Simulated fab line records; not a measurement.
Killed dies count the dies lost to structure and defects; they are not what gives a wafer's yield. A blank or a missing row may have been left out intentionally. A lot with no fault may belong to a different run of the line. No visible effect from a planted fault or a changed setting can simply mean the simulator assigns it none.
A lot that was struck, set against a sound lot -- flow gf180mcu -- 17 steps out of a route of 602
Sound: these wafers, L242.2, L242.3, L242.4. Wafers struck: L244.2, L244.4, L244.5. The cause comes at the end.
At each step with rows: each side's tool, then ch and its chambers, then its first start. Under that, the readings that differ: sound wafers -- struck wafers -- difference of the means -- sigmas: that difference in standard deviations of wafers without a fault.
alike: a reading whose means differ by less than 2 such deviations, as well as words and numbers matching on both sides. not compared: withheld readings; readings where some wafer has no value; bounds like >300 that might hide an equal value; numbers whose values overlap and for which the record gives no deviation.
A row with sigmas, a row that says differs or no value, or rows on one side alone: a step with any of these is where the two part. Numbers that have no deviation but don't overlap get no sigmas and don't part them. A reading that every wafer of one side lacks parts them only if that side has two wafers or more.

first, 6 steps without rows for these wafers: GF_M3_HMDS_08 (prime time 60 s); GF_M3_COAT_09 (resist thk 1000 nm); GF_M3_SOFTBAKE_10 (time 60 s); GF_M3_EXPOSE_11 (exposes mask Metal3, target cd 280 nm); GF_M3_PEB_12 (peb time 90 s); GF_M3_DEVELOP_13 (develop time 60 s).
GF_M3_CD_MEAS_14: target cd 280 nm.
  struck on cd sem-02, day 24 15:57; sound on cd sem-01, day 24 10:00
  alike: cd nm
GF_M3_OVL_MEAS_15:
  struck on overlay-02, day 24 16:03; sound on overlay-02, day 24 10:07
  alike: M3_OVL
GF_M3_METAL_ETCH_16: etches the open film in Cl2/BCl3, stops on SiO2, target depth 627.5 nm, time 104.6 s.
  sound on rie metal-04 ch 0,1, day 24 10:08; struck on rie metal-01 ch 0,1, day 24 16:05
  alike: drypump motor current A, oes product au, throttle valve pct
  not compared: rf hours counter h
GF_M3_STRIP_17: strips in O2/N2.
  sound on plasma asher-03 ch 0,1, day 24 10:15; struck on plasma asher-03 ch 0, day 24 16:11
  alike: drypump motor current A, heater power w, oes product au, strip time to endpoint s
  not compared: rf hours counter h
then, 2 steps without rows for these wafers: GF_M3_STRIP_18 (strips in post etch residue remover, time 1200 s); GF_M3_CLEAN_19 (cleans in DIW).
GF_V3_CVD_00: deposits SiO2, target thk 600 nm, time 100 s.
  sound on hdpcvd-02 ch 0,2, day 24 10:47; struck on hdpcvd-01 ch 0,1,2, day 24 16:46
  no value came back on the struck wafers for pressure mtorr (mTorr), run length s (s); on the sound wafers pressure mtorr (mTorr) reads 5.997 5.990 6.014
GF_V3_CVD_02: deposits SiO2 from TEOS, target thk 850 nm, time 94.851 s.
  sound on pecvd-01 ch 0,1, day 24 10:55; struck on pecvd-03 ch 1, day 24 16:53
  alike: heater power outer w, heater power w
GF_V3_CMP_04: polishes SiO2.
  sound on cmp-02 ch 0,1,2, day 24 11:03; struck on cmp-02 ch 0,1,3, day 24 17:07
  alike: motor current A
GF_V3_BOW_MEAS_05:
  struck on film metro-04, day 24 17:23; sound on film metro-02, day 24 11:22
reading,sound,struck,difference,sigmas
V3_BOW (um),109 116 114,81 85 81,-31,-3
then, 1 step without rows for these wafers: GF_V3_DEHYDRATE_06 (time 60 s).

== WHERE THEY PART ==
At GF_V3_CVD_00 first; at GF_V3_BOW_MEAS_05 last (within this record only).

WHY: the cause the simulator had injected
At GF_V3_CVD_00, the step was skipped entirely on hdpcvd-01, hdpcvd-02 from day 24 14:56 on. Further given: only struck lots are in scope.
